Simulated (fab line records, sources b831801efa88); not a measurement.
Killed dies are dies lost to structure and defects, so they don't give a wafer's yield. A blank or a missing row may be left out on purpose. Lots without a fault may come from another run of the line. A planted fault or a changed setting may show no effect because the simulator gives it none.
A struck lot beside a sound one | flow sfq_line | 13 steps out of a route of 325
Sound: wafers L651.1, L651.3, L651.5. Struck: wafers L658.1, L658.2, L658.6. The cause comes at the end.
At each step with rows: each side's tool, then ch and its chambers, then its first start. Under that, the readings that differ: sound wafers | struck wafers | difference of the means | sigmas: that difference in standard deviations of wafers without a fault.
alike: readings whose means differ by less than 2 such deviations, and words and numbers that are the same on both sides. not compared: withheld readings, readings that some wafer has no value for, bounds like >300 that may hide the same value, and numbers for which the record gives no deviation and whose values overlap.
The two part at a step that has a row with sigmas, a row that says differs or no value, or rows on one side only. Numbers that don't overlap but have no deviation are shown without sigmas and don't part them. A reading that every wafer of one side lacks parts them only if that side has two wafers or more.

first, 2 steps without rows for these wafers: SFQ_TRILAYER_I6_VIA_STRIP_SOLV_CLEAN_174 (cleans in NMP, time 600 s); SFQ_TRILAYER_M7_DEP_PRE_CLEAN_176 (time 22.5 s).
SFQ_TRILAYER_M7_DEP_SPUTTER_175: material Nb, target thk 200 nm, time 133.3 s.
  sound on pvd_sputter-03, day 63 17:56; struck on pvd_sputter-06, day 66 04:07
  alike: throttle_valve_pct
SFQ_M7_RS_MEAS_943: measures by four-point-probe.
  sound on film_metro-02, day 63 18:02; struck on film_metro-03, day 66 04:13
  alike: M7_NB_RS
then, 6 steps without rows for these wafers: SFQ_TRILAYER_M7_LITHO_COAT_182 (resist thk 62 nm); SFQ_TRILAYER_M7_LITHO_COAT_177 (resist thk 600 nm); SFQ_TRILAYER_M7_LITHO_SOFTBAKE_181; SFQ_TRILAYER_M7_LITHO_EXPOSE_178 (exposes mask M7, target cd 500 nm); SFQ_TRILAYER_M7_LITHO_PEB_180 (peb time 60 s); SFQ_TRILAYER_M7_LITHO_DEVELOP_179 (time 60 s).
SFQ_M7_OVL_MEAS_945:
  sound on overlay-01, day 65 10:23; struck on overlay-02, day 67 13:11
  alike: M7_OVL
SFQ_TRILAYER_M7_BARC_OPEN_METAL_ETCH_229: etches BARC in O2, target depth 125 nm, time 41.7 s.
  sound on rie_metal-01 ch 0,1, day 65 10:25; struck on rie_metal-03 ch 0,1, day 67 13:14
  reading    | sound             | struck            | difference | sigmas
  bias_w (W) | 79.62 79.94 80.39 | 82.01 82.07 82.01 | +2.05      | +9
  alike: drypump_motor_current_A, oes_product_au
  not compared: rf_hours_counter_h
SFQ_TRILAYER_M7_ETCH_METAL_ETCH_180: etches Nb in Cl2/Ar, stops on SiO2, target depth 240 nm, time 120 s.
  sound on rie_metal-01 ch 0,1, day 65 10:29; struck on rie_metal-03 ch 0,1, day 67 13:17
  alike: bias_w, drypump_motor_current_A, oes_product_au
  not compared: rf_hours_counter_h

WHERE THEY PART
Only at SFQ_TRILAYER_M7_BARC_OPEN_METAL_ETCH_229, within this record. Later steps at which nothing parts them and some readings are alike: SFQ_TRILAYER_M7_ETCH_METAL_ETCH_180.

WHY: what the simulator had put in
Process parameter drift: rie_metal-03, from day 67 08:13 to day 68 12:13, at SFQ_TRILAYER_M7_BARC_OPEN_METAL_ETCH_229. Setting bias_w, moved by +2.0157, from 80. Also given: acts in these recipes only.
